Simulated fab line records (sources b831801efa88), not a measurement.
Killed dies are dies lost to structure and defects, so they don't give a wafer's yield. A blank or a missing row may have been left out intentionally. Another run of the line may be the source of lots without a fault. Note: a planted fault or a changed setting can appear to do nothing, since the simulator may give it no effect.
What tool caused it? -- flow sky130 -- 12 lots, 36 wafers sampled, at 1 step of a route of 708

WHAT THE GAUGES READ, wafer by wafer
SKY_POLY_GATE_THK_MEAS_04.
lot,measured,on,POLY_GATE_CVD_03_THK (nm)
L075,day 15 19:01,filmMetro-03,75.1 75.1 74.7
L077,day 16 11:56,filmMetro-04,74.7 74.8 74.4
L079,day 17 03:43,filmMetro-01,76.2 76.4 76.0
L081,day 17 17:25,filmMetro-04,74.6 75.3 74.5
L083,day 18 19:49,filmMetro-04,72.7 72.6 72.7
L085,day 19 04:12,filmMetro-01,74.9 74.2 74.1
L087,day 20 00:23,filmMetro-01,73.4 73.5 73.4
L089,day 21 05:02,filmMetro-04,75.1 74.8 74.7
L090,day 21 12:40,filmMetro-03,75.2 74.5 74.8
L093,day 22 04:04,filmMetro-01,75.3 75.2 75.2
L094,day 22 11:42,filmMetro-04,75.6 75.9 75.7
L097,day 23 11:22,filmMetro-04,74.7 74.3 73.8

WHAT TOOL EACH LOT RAN ON (gives the tool, then ch and the chambers of the sampled wafers, and finally the start)
Before these readings, the record contains no process step.

THE ANSWER, worked out from the rows above alone
Rule: the lots themselves supply what counts as usual. Put in order of their means at a reading, lots are off if they are a third of the lots or fewer, leave a main group of 4 or more, and stand apart from it by a gap of 3 or more times the standard deviation of the main group's means; of several such gaps the widest counts. A main group whose means are all the same, to the digits that the tables above print for the reading, isn't used. Also off: a lot with no number at a reading for which 4 or more lots have one. All remaining lots with rows at the step are treated as sound.
No lot is off on any of the readings shown, so nothing can be concluded from this.

WHAT THE SIMULATOR HAD PUT IN
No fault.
